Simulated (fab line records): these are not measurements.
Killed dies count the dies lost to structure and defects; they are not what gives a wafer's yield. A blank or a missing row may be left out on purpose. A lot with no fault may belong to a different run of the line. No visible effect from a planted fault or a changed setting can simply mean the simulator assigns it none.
Problem report in the 8D (eight disciplines) form, filled by code -- flow sfq_line -- the parts of the form that need people (team, actions taken, sign-off) are left out

1. WHAT IS WRONG
At SFQ_TRILAYER_I1_CMP_CMP_046, platen_rpm averages 66.02 rpm over 6 wafers from 2 lots, while fault-free wafers read 60.01 rpm, standard deviation 0.035. That is +99 or more standard deviations from the usual mean.
The step: polishes SiO2.
The first sign was on wafer L684.1 at day 30 05:17, on cmp-02. The record holds 42 wafers of 14 lots with a number at this step. Rule for "out" (also "out of limits"): further than 4 standard deviations from the usual mean. The other wafers with a number count as sound.

2. WHAT IT IS AND WHAT IT IS NOT
question,is,is not
which readings at this step,platen_rpm,motor_current_A
which lots,"L684, L686","L671, L672, L675, L676, L678, L679, L681, L682, L683, L685, L687, L694"
which wafers of those lots,all that have a number,-
read on which tools,cmp-02,cmp-01
when,from day 30 05:17,"up to then (27 sound wafers); but 9 sound wafers of L685, L687, L694 came after"

3. WHAT RULES OUT EACH SUSPECT
Counting: a tool at a process step up to the reading stays a suspect if it ran every lot that is out and no sound lot after the first of them.
- rie_metal-01 at SFQ_TRILAYER_L0_STRIP_STRIP_009 (strips in O2): ruled out as a lasting fault. The sound lots L685, L687 went through it after L684, its earliest lot that is out (day 7 15:56).
- cmp-02 at SFQ_TRILAYER_I1_CMP_CMP_046 (polishes SiO2): ruled out as a lasting fault. The sound lots L694 went through it after L684, its earliest lot that is out (day 30 05:17).
Left after counting: nothing in the record.

4. THE CAUSE (what the simulator had put in)
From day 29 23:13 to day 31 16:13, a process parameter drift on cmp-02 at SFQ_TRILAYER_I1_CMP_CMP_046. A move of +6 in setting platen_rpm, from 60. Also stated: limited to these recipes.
Counting ruled it out, wrongly.

5. THE CHAIN OF EFFECTS, in route order
Rows list readings where the struck wafers' mean (over those with a number) sits beyond 3 standard deviations from the usual. Only readings whose record carries a usual standard deviation are examined. hours: median over the lots of the time between each lot's start at the first step of this table that gives one and its start at this step. sigmas: the change, counted in usual standard deviations.
hours,step,reading,usual,on struck wafers,change,sigmas
0,SFQ_TRILAYER_I1_CMP_CMP_046,platen_rpm,60.01 rpm,66.02,+6.01,+99 or more
Here are the process steps it includes:
- SFQ_TRILAYER_I1_CMP_CMP_046: polishes SiO2.

6. HOW IT WOULD HAVE BEEN CAUGHT EARLIER
The fault began at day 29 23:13; the first out-of-limits reading in this record came at day 30 05:17, 6 hours later.
